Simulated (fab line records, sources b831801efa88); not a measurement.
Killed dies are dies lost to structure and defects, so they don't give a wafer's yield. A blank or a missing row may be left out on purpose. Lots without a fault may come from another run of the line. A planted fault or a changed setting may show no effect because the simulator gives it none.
One fault seen from 2 desks | flow gf180mcu | each desk has only its own numbers; what lay behind them comes last

THE METROLOGY DESK
What the gauges read, lot by lot, whatever tool the lot ran on: means of the sampled wafers that have a number. A lot is out of limits, marked OUT, if its mean lies more than 4 standard deviations from the usual mean; the brackets give that distance.
Columns: A = V2_CVD_02_THK at GF_V2_THK_MEAS_03, usual 850 nm
lot  | first seen here | A
L102 | day 19 16:35    | 847
L103 | day 20 00:50    | 862
L105 | day 20 21:17    | 850
L108 | day 21 19:07    | 850
L109 | day 22 15:08    | 844
L110 | day 22 16:53    | 855
L111 | day 23 01:04    | 842
L112 | day 23 08:28    | 841
L113 | day 23 22:53    | 849
L114 | day 24 02:53    | 849
L115 | day 24 10:11    | 857
L116 | day 24 15:35    | 847
L124 | day 27 03:00    | 702 (-15) OUT
This desk's finding: out of limits on L124; first on L124, day 27 03:00 (V2_CVD_02_THK at GF_V2_THK_MEAS_03). In limits: L102, L103, L105, L108, L109, L110, L111, L112, L113, L114, L115, L116.

THE TOOL OWNER'S DESK: pecvd-02
The tool's own readings at GF_V2_CVD_02 (deposits SiO2 from TEOS, target thk 850 nm, time 94.851 s): means of the sampled wafers that have a number, for each lot that ran on this tool. A lot is out of limits, marked OUT, if its mean lies more than 4 standard deviations from the usual mean; the brackets give that distance.
Columns: A = heater_power_outer_w at GF_V2_CVD_02, usual 407 W; B = heater_power_w at GF_V2_CVD_02, usual 703 W
lot  | first seen here | A   | B
L103 | day 20 00:46    | 371 | 657
L105 | day 20 21:13    | 318 | 584
L109 | day 22 15:04    | 325 | 571
L110 | day 22 16:48    | 343 | 655
L115 | day 24 10:07    | 383 | 681
L124 | day 27 02:55    | 383 | 690
This desk's finding: nothing out of limits on any of the 6 lots.

PUT TOGETHER
The metrology desk could have raised an alarm at day 27 03:00, on L124.
The tool owner's desk saw nothing out of limits.
The tool owner's desk has L124 on record, within its limits.
Of the lots named, all ran GF_V2_CVD_02 on pecvd-02.

WHAT THE SIMULATOR HAD PUT IN
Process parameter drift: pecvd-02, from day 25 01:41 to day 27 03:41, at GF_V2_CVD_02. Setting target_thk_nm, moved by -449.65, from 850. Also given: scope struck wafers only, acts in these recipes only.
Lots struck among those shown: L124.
Hours from the fault's start to each desk's first reading out of limits: the metrology desk, 49.
